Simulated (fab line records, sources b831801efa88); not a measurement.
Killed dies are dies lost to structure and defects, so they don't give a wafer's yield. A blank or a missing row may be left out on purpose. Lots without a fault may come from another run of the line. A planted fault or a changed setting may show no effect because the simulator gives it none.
Split-lot experiment | flow sfq_line | 5 lots, 23 wafers read, on a route of 325 steps

THE SPLIT
At SFQ_TRILAYER_I5_LITHO_PEB_147 (peb time 60 s), the setting peb_time_s was moved away from the recipe's 60 s on 8 of the 23 wafers read, by -9.9% to +9.0%. The other wafers ran this setting at the recipe's value.

FROM THE SPLIT TO THE READING: what the file shows between them, 1 step
- SFQ_TRILAYER_I5_BARC_OPEN_VIA_ETCH_200: etches BARC in O2, target depth 125 nm, time 41.7 s (also split here: source_w)

THE READING
I5.cd_nm (the simulator's own value, which no gauge read), in nm, at SFQ_TRILAYER_I5_ETCH_VIA_ETCH_147 (etches the open film in CHF3, stops on Nb, target depth 360 nm). The file gives no usual value for it. The 15 wafers here that ran the recipe average 699.1 nm, standard deviation 1.7 nm.

wafer  | tool, chamber at the split | peb_time_s as run, s | against the recipe | I5.cd_nm, nm | against lot-mates on the recipe
L074.1 | litho_track-04, 0          | 60                   | recipe             | 697.5        | -
L074.2 | litho_track-04, 0          | 60                   | recipe             | 697.2        | -
L074.5 | litho_track-04, 0          | 60                   | recipe             | 698.2        | -
L075.1 | litho_track-01, 0          | 60                   | recipe             | 701.3        | -
L075.2 | litho_track-01, 0          | 60                   | recipe             | 702          | -
L075.3 | litho_track-01, 0          | 54.06                | -9.9%              | 689.6        | -12.0
L075.5 | litho_track-01, 0          | 54.06                | -9.9%              | 688.6        | -13.0
L075.6 | litho_track-01, 0          | 54.06                | -9.9%              | 688.6        | -13.0
L079.1 | litho_track-03, 0          | 60                   | recipe             | 696.8        | -
L079.3 | litho_track-03, 0          | 60                   | recipe             | 698.5        | -
L079.4 | litho_track-03, 0          | 60                   | recipe             | 697.1        | -
L079.5 | litho_track-03, 0          | 60                   | recipe             | 700.4        | -
L079.6 | litho_track-03, 0          | 60                   | recipe             | 698.8        | -
L080.1 | litho_track-04, 0          | 65.42                | +9.0%              | 707.6        | +7.1
L080.2 | litho_track-04, 0          | 65.42                | +9.0%              | 712.9        | +12.4
L080.3 | litho_track-04, 0          | 65.42                | +9.0%              | 710          | +9.5
L080.4 | litho_track-04, 0          | 60                   | recipe             | 699.4        | -
L080.5 | litho_track-04, 0          | 60                   | recipe             | 701.5        | -
L082.1 | litho_track-04, 0          | 60                   | recipe             | 698.1        | -
L082.2 | litho_track-04, 0          | 60                   | recipe             | 700.6        | -
L082.3 | litho_track-04, 0          | 60                   | recipe             | 699.4        | -
L082.4 | litho_track-04, 0          | 63.63                | +6.0%              | 711.7        | +12.3
L082.6 | litho_track-04, 0          | 63.63                | +6.0%              | 711.3        | +11.9

THE FIT
A straight line over all 23 wafers: I5.cd_nm changes by +1.22 nm for each +1% of peb_time_s; r = +0.95; the points scatter about the line by 2.2 nm.
The same after taking each lot's own level away (the mean of its wafers on the recipe; 23 wafers): +1.29 nm for each +1%; r = +0.96; scatter 1.9 nm.
On that fit, the largest move of peb_time_s shifts the reading by 13 nm.
The lots' own levels span 697.63 to 701.65 nm, that is 2.4 times the standard deviation above.
So the lot-to-lot level changes the slope little: the two slopes agree.
Check: with one of the wafers moved furthest among these (-9.9%) left out of the fit, the line predicts -12.7 nm for it against its lot-mates. It came out at -12 nm against them.

OTHER SPLITS ON THESE WAFERS
These wafers also went through other splits before the reading. Each is held against what the fit with the lots' levels taken away leaves over:
other split on the same wafers                  | wafers away from the commonest value | r with I5.cd_nm (lot level and that fit taken away)
SFQ_TRILAYER_R5_LITHO_PEB_139 peb_temp_c        | 7                                    | -0.05
SFQ_TRILAYER_I5_BARC_OPEN_VIA_ETCH_200 source_w | 5                                    | -0.11

THE WHOLE CHAIN: every reading that the file lists as answering this split, in the file's order
step                                   | what it does                                                   | reading                                                   | change (the file's fit)              | r (the file's)
SFQ_TRILAYER_I5_BARC_OPEN_VIA_ETCH_200 | etches BARC in O2, target depth 125 nm, time 41.7 s            | I5.cd_nm (the simulator's own value, which no gauge read) | +1.35 nm for each +1% of the setting | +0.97
SFQ_TRILAYER_I5_ETCH_VIA_ETCH_147      | etches the open film in CHF3, stops on Nb, target depth 360 nm | I5.cd_nm (the simulator's own value, which no gauge read) | +1.33 nm for each +1% of the setting | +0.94

THE FILE'S OWN FIT
I5.cd_nm changes by +1.33 nm for each +1% of peb_time_s, r = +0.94.
